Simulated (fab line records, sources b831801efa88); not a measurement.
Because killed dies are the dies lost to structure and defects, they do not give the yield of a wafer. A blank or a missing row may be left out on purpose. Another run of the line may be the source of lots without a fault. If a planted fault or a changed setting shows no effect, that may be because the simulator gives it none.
Check of tool commonality    flow gf180mcu    Sampled: 13 lots, 39 wafers

## WHY IT WAS OPENED
At GF_VT_IMPLANT_RS_MEAS_46 the reading MVSD_RS is flagged on 2 of 13 lots. No-fault wafers: 457.1 ohm/sq, standard deviation 1.1.
Rule: flag the lot when none of its wafers has a number, or when each of its wafers that has one lies beyond 4 standard deviations from that mean. As for the other lots, they are considered sound.

lot   measured      on             MVSD_RS (ohm/sq), wafer by wafer  flag
L792  day 7 11:42   film-metro-02  457.1 456.8 456.9                 
L794  day 7 23:40   film-metro-01  455.3 455.7 455.2                 
L797  day 9 08:52   film-metro-02  456.7 456.3 456.8                 
L798  day 9 13:32   film-metro-04  457.8 458.2 458.7                 
L799  day 9 14:19   film-metro-04  456.7 456.1 456.3                 
L800  day 9 19:58   film-metro-04  457.2 457.2 457.7                 
L801  day 10 05:16  film-metro-02  459.1 456.4 455.9                 
L802  day 10 08:12  film-metro-01  423.5 425.4 424.6                 FLAGGED
L805  day 11 02:37  film-metro-02  424.5 424.5 425.5                 FLAGGED
L807  day 11 16:12  film-metro-01  456.4 454.9 457.0                 
L812  day 13 03:30  film-metro-02  458.0 456.9 457.7                 
L813  day 13 08:28  film-metro-02  456.3 455.7 456.1                 
L815  day 13 19:14  film-metro-02  457.8 456.3 457.3                 
Average over the flagged lots: 424.7 ohm/sq; offset from the usual -32.4 ohm/sq, equal to -29 standard deviations.

## EACH LOT AND THE TOOL IT RAN ON
The record holds 1 process step before the reading, out of a route of 602 steps. Read each cell as the tool, then ch plus the chambers that the sampled wafers visited, then the start.
lot   flag     GF_MVSD_IMPLANT_09
L792           implanter-01 ch 0, day 4 08:35
L794           implanter-03 ch 0, day 4 20:05
L797           implanter-01 ch 0, day 6 03:04
L798           implanter-03 ch 0, day 6 05:40
L799           implanter-01 ch 0, day 6 06:05
L800           implanter-03 ch 0, day 6 11:25
L801           implanter-01 ch 0, day 6 20:08
L802  FLAGGED  implanter-03 ch 0, day 6 22:23
L805  FLAGGED  implanter-03 ch 0, day 7 13:22
L807           implanter-01 ch 0, day 8 02:13
L812           implanter-01 ch 0, day 9 04:34
L813           implanter-02 ch 0, day 9 09:59
L815           implanter-02 ch 0, day 9 19:19
What these steps do:
- GF_MVSD_IMPLANT_09
- GF_VT_IMPLANT_RS_MEAS_46: measures by four-point-probe.

## FLAGGED OVER TOTAL, TOOL BY TOOL (the gauges that took the reading come last)
step                      tool           lots run  flagged  share of the flagged lots  sound lots run after its first flagged lot
GF_MVSD_IMPLANT_09        implanter-01   6         0        none                       -
GF_MVSD_IMPLANT_09        implanter-02   2         0        none                       -
GF_MVSD_IMPLANT_09        implanter-03   5         2        all                        0
GF_VT_IMPLANT_RS_MEAS_46  film-metro-01  3         1        some                       1 (L807)
GF_VT_IMPLANT_RS_MEAS_46  film-metro-02  7         1        some                       3 (L812,L813,L815)
GF_VT_IMPLANT_RS_MEAS_46  film-metro-04  3         0        none                       -

## WHAT THE TABLE PERMITS
In the table, 1 row covers all flagged lots: implanter-03 at GF_MVSD_IMPLANT_09.
- implanter-03 at GF_MVSD_IMPLANT_09 ran 5 lots, 2 of them flagged. It ran its last sound lot, L800, at day 6 11:25 and its first flagged lot, L802, at day 6 22:23: a fault with its onset between the two fits. Its own readings lie more than 4 standard deviations out on every wafer of the flagged lots: dose-ions-cm2, faraday-current-uA.
One tool is left: implanter-03 at GF_MVSD_IMPLANT_09.

## WHAT WAS PUT IN BY THE SIMULATOR
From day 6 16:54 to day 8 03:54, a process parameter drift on implanter-03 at GF_MVSD_IMPLANT_09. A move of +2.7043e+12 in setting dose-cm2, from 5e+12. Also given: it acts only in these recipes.
Shown lots that were struck: L802, L805. Same finding as the rule above.
